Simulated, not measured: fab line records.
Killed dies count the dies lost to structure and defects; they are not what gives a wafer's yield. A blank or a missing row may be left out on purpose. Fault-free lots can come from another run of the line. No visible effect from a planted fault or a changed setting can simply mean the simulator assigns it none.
A lot that was struck, set against a sound lot -- flow gf180mcu -- 13 out of 602 route steps
Sound: wafers L454.2, L454.3, L454.4. Wafers L456.1, L456.3, L456.6 were the ones struck. At the end, the cause is stated.
Each step with rows lists, per side, the tool, then ch with its chambers, then its first start. Under that, the readings that differ: sound wafers -- struck wafers -- difference of the means -- sigmas: that difference in standard deviations of wafers without a fault.
alike: same words and numbers on both sides, and readings whose means sit less than 2 such deviations apart. not compared: any withheld reading, any reading some wafer has no value for, any bound like >300 that may hide the same value, and any number with overlapping values for which the record gives no deviation.
The two part at a step that has a row with sigmas, a row that says differs or no value, or rows on one side only. Non-overlapping numbers with no deviation appear without sigmas and do not part them. A reading missing from all wafers of one side parts the sides only when that side holds two or more wafers.

GF_V1_CD_MEAS_14: target cd 260 nm.
  sound on cdSem-01, day 19 18:36; struck on cdSem-02, day 20 07:13
  alike: cdNm
GF_V1_OVL_MEAS_15:
  sound on overlay-02, day 19 18:42; struck on overlay-01, day 20 07:20
  alike: V1_OVL
GF_V1_ETCH_16: etches BARC in N2/H2.
  sound on rieDiel-04 ch 1,2,3, day 19 18:44; struck on rieDiel-02 ch 0,1,2, day 20 07:22
  alike: drypumpMotorCurrentA, oesProductAu, throttleValvePct
then, 1 step without rows for these wafers: GF_V1_ETCH_17 (etches SiO2 in C4F8/O2/Ar, stops on TiN, target depth 630 nm).
GF_V1_STRIP_18: strips in O2/N2.
  sound on plasmaAsher-03 ch 0,1, day 19 18:52; struck on plasmaAsher-03 ch 0,1, day 20 07:29
  alike: drypumpMotorCurrentA, heaterPowerW, oesProductAu
  not compared: rfHoursCounterH
then, 2 steps without rows for these wafers: GF_V1_STRIP_19 (strips in post etch residue remover, time 1200 s); GF_V1_CLEAN_20 (cleans in DIW).
GF_V1_SPUTTER_21: material Ti, target thk 15 nm, time 80.02 s.
  sound on pvdSputter-04, day 19 19:44; struck on pvdSputter-03, day 20 08:02
  alike: cathodeDcPowerW, substrateTempC, throttleValvePct
GF_V1_SPUTTER_22: material TiN, target thk 10 nm, time 40 s.
  sound on pvdSputter-04, day 19 19:48; struck on pvdSputter-03, day 20 08:05
reading,sound,struck,difference,sigmas
throttleValvePct (%),30.0 30.8 31.1,28.3 29.4 28.4,-1.9,-2
  alike: cathodeDcPowerW
GF_V1_CVD_23: deposits W, target thk 350 nm, time 105.05 s.
  sound on cvdW-02 ch 0,1, day 19 19:50; struck on cvdW-02 ch 1, day 20 08:08
  alike: heaterPowerOuterW, heaterPowerW
GF_V1_RS_MEAS_24: the measuring method here is four-point-probe.
  sound on filmMetro-03, day 19 19:58; struck on filmMetro-03, day 20 08:14
  alike: V1_W_RS
GF_V1_THK_MEAS_25: measures by xrf.
  sound on filmMetro-03, day 19 20:05; struck on filmMetro-03, day 20 08:22
  alike: V1_W_THK
GF_V1_CMP_26: polishes, stops on SiO2, t overpolish 15 s, target thk 0 nm.
  sound on cmp-01 ch 0,2,3, day 19 20:08; struck on cmp-01 ch 1,2, day 20 08:25
  no value came back on the struck wafers for any of 5 readings (edgeZonePressureFrac, headPressurePsi (psi) and others); on the sound wafers edgeZonePressureFrac reads 0.992 1.008 1.001
reading,sound,struck,difference,sigmas
model.W_of_V1_CVD_23.thkNm (nm),0 0 0,345.4 344.4 343.6,+344.5,
model.SiO2_of_V1_CVD_02.thkNm (nm),628.8 629.9 630.2,633.7 632.1 633.6,+3.5,

## WHERE THEY PART
Last at GF_V1_CMP_26 as far as this record goes, first at GF_V1_SPUTTER_22.

WHY: whatever the simulator had introduced
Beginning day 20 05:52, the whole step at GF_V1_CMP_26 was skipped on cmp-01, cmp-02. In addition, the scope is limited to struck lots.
